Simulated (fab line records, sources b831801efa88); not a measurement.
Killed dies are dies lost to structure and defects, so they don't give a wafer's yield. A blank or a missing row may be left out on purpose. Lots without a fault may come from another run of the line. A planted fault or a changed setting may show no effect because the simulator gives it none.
Which tool did it? | flow sky130 | 12 lots, 36 wafers sampled, at 4 steps of a route of 708

WHAT THE GAUGES READ, wafer by wafer
SKY_VIA3_CD_MEAS_12: target cd 200 nm. Usual: cd_nm 200.5 nm, standard deviation 1.7.
lot  | measured     | on        | cd_nm (nm)        | flag
L654 | day 39 19:24 | cd_sem-01 | 200.0 198.7 198.8 |
L655 | day 40 01:09 | cd_sem-01 | 202.4 200.2 200.0 |
L658 | day 41 14:34 | cd_sem-02 | 199.3 199.7 199.3 |
L657 | day 41 20:22 | cd_sem-02 | 201.9 202.7 202.1 |
L660 | day 41 21:49 | cd_sem-02 | 199.6 200.9 200.8 |
L662 | day 43 09:05 | cd_sem-01 | 200.8 200.3 200.3 |
L663 | day 43 10:14 | cd_sem-02 | 201.7 201.1 200.1 |
L664 | day 43 12:55 | cd_sem-01 | 202.8 202.3 203.4 |
L666 | day 43 14:04 | cd_sem-01 | 200.5 200.0 199.2 |
L667 | day 43 20:08 | cd_sem-02 | 202.9 202.9 203.8 |
L673 | day 45 00:49 | cd_sem-02 | 200.3 200.5 198.9 |
L672 | day 45 05:35 | cd_sem-02 | 198.6 197.8 199.4 |

WHICH TOOL RAN EACH LOT (tool, then ch and the chambers of the sampled wafers, then the start)
lot  | SKY_CONTACT_ETCH_17                | SKY_METAL2_METAL_ETCH_19          | SKY_VIA2_CVD_21
L654 | rie_diel-03 ch 0,1,2, day 31 14:48 | rie_metal-02 ch 0,1, day 35 04:46 | cvd_w-02 ch 0,1, day 36 10:44
L655 | rie_diel-01 ch 0,2,3, day 31 22:52 | rie_metal-04 ch 0,1, day 35 11:59 | cvd_w-02 ch 0,1, day 36 16:31
L658 | rie_diel-03 ch 1,2,3, day 33 18:08 | rie_metal-02 ch 0,1, day 37 05:46 | cvd_w-01 ch 0,1, day 38 10:32
L657 | rie_diel-01 ch 0,2,3, day 33 22:53 | rie_metal-01 ch 0,1, day 37 12:02 | cvd_w-02 ch 0,1, day 38 15:58
L660 | rie_diel-03 ch 0,1,3, day 33 23:21 | rie_metal-02 ch 0,1, day 37 12:43 | cvd_w-01 ch 0,1, day 38 17:19
L662 | rie_diel-02 ch 0,2,3, day 35 15:59 | rie_metal-04 ch 1, day 39 03:53   | cvd_w-02 ch 0,1, day 40 06:59
L663 | rie_diel-03 ch 0,1, day 35 16:19   | rie_metal-02 ch 0,1, day 39 04:41 | cvd_w-01 ch 0,1, day 40 07:46
L664 | rie_diel-01 ch 2,3, day 35 21:56   | rie_metal-04 ch 0,1, day 39 07:53 | cvd_w-01 ch 0,1, day 40 10:53
L666 | rie_diel-03 ch 0,2, day 35 22:13   | rie_metal-01 ch 0, day 39 09:10   | cvd_w-02 ch 0,1, day 40 11:36
L667 | rie_diel-02 ch 1,2,3, day 36 05:28 | rie_metal-04 ch 0,1, day 39 16:11 | cvd_w-02 ch 1, day 40 18:44
L673 | rie_diel-03 ch 0,2,3, day 37 15:29 | rie_metal-01 ch 0,1, day 40 23:42 | cvd_w-02 ch 0,1, day 42 01:37
L672 | rie_diel-03 ch 0,2, day 37 20:37   | rie_metal-04 ch 0,1, day 41 02:37 | cvd_w-02 ch 0,1, day 42 05:47
- SKY_CONTACT_ETCH_17: etches SiO2 in C4F8/O2/Ar, stops on Si3N4, target depth 340 nm.
- SKY_METAL2_METAL_ETCH_19: etches the open film in Cl2/BCl3, stops on SiO2, target depth 360 nm, time 78 s.
- SKY_VIA2_CVD_21: deposits W, target thk 420 nm, time 126.4 s.

WHAT THE TOOLS THEMSELVES READ (means of the sampled wafers that have a number; where no wafer has one, the mark that the record gives instead)
SKY_CONTACT_ETCH_17. Usual: chamber_pressure_mTorr 40.01 mTorr, standard deviation 0.038; oes_product_au 0.891 a.u., standard deviation 0.0052; rf_fwd_power_W 1489 W, standard deviation 5.9.
lot  | tool        | chamber_pressure_mTorr (mTorr) | oes_product_au (a.u.) | rf_fwd_power_W (W) | flag
L654 | rie_diel-03 | 40.00                          | 0.889                 | 1492               |
L655 | rie_diel-01 | 40.00                          | 0.890                 | 1485               |
L658 | rie_diel-03 | 40.00                          | 0.888                 | 1490               |
L657 | rie_diel-01 | 39.99                          | 0.885                 | 1487               |
L660 | rie_diel-03 | 39.99                          | 0.887                 | 1489               |
L662 | rie_diel-02 | 40.04                          | 0.892                 | 1491               |
L663 | rie_diel-03 | 40.03                          | 0.893                 | 1497               |
L664 | rie_diel-01 | 40.05                          | 0.897                 | 1485               |
L666 | rie_diel-03 | 40.04                          | 0.891                 | 1497               |
L667 | rie_diel-02 | 40.02                          | 0.891                 | 1490               |
L673 | rie_diel-03 | 40.00                          | 0.895                 | 1493               |
L672 | rie_diel-03 | 40.01                          | 0.891                 | 1495               |

SKY_METAL2_METAL_ETCH_19. Usual: chamber_pressure_mTorr 9.999 mTorr, standard deviation 0.0083; drypump_motor_current_A 5.7 A, standard deviation 0.31; oes_product_au 0.854 a.u., standard deviation 0.0061; rf_fwd_power_W 893.4 W, standard deviation 3; throttle_valve_pct 22.264 %, standard deviation 0.01.
lot  | tool         | chamber_pressure_mTorr (mTorr) | drypump_motor_current_A (A) | oes_product_au (a.u.) | rf_fwd_power_W (W) | throttle_valve_pct (%) | flag
L654 | rie_metal-02 | 9.988                          | 5.6                         | 0.853                 | 894.8              | 22.258                 |
L655 | rie_metal-04 | 9.999                          | 5.8                         | 0.849                 | 895.1              | 22.268                 |
L658 | rie_metal-02 | 9.997                          | 5.3                         | 0.854                 | 892.6              | 22.256                 |
L657 | rie_metal-01 | 10.000                         | 5.4                         | 0.854                 | 892.1              | 22.264                 |
L660 | rie_metal-02 | 9.997                          | 5.3                         | 0.856                 | 893.6              | 22.259                 |
L662 | rie_metal-04 | 9.993                          | 5.9                         | 0.858                 | 895.2              | 22.264                 |
L663 | rie_metal-02 | 9.993                          | 5.6                         | 0.856                 | 889.8              | 22.257                 |
L664 | rie_metal-04 | 9.994                          | 5.8                         | 0.848                 | 896.5              | 22.268                 |
L666 | rie_metal-01 | 9.998                          | 5.8                         | 0.855                 | 894.3              | 22.272                 |
L667 | rie_metal-04 | 10.001                         | 5.8                         | 0.853                 | 895.2              | 22.263                 |
L673 | rie_metal-01 | 10.010                         | 5.6                         | 0.853                 | 893.1              | 22.255                 |
L672 | rie_metal-04 | 10.000                         | 5.8                         | 0.854                 | 896.6              | 22.259                 |

SKY_VIA2_CVD_21. Usual: heater_power_w 838 W, standard deviation 61.
lot  | tool     | heater_power_w (W) | flag
L654 | cvd_w-02 | 856                |
L655 | cvd_w-02 | 849                |
L658 | cvd_w-01 | 847                |
L657 | cvd_w-02 | 868                |
L660 | cvd_w-01 | 833                |
L662 | cvd_w-02 | 799                |
L663 | cvd_w-01 | 844                |
L664 | cvd_w-01 | 891                |
L666 | cvd_w-02 | 812                |
L667 | cvd_w-02 | 789                |
L673 | cvd_w-02 | 799                |
L672 | cvd_w-02 | 797                |

THE ANSWER, worked out from the rows above alone
Rule: a lot is off if the mean of its wafers that have a number lies more than 3 standard deviations from the usual mean. A lot without any number at a reading at which 4 lots or more have one is off too. The other lots that the step has rows for count as sound. The gauges are gone through in route order, then the tools' own readings, and for those a lot's mean is taken as printed above. The first step at which some lot is off is used, and at that step the reading that is off furthest; a lot without a number counts as furthest.
No lot is off at any reading shown: from this, nothing can be told.

WHAT THE SIMULATOR HAD PUT IN
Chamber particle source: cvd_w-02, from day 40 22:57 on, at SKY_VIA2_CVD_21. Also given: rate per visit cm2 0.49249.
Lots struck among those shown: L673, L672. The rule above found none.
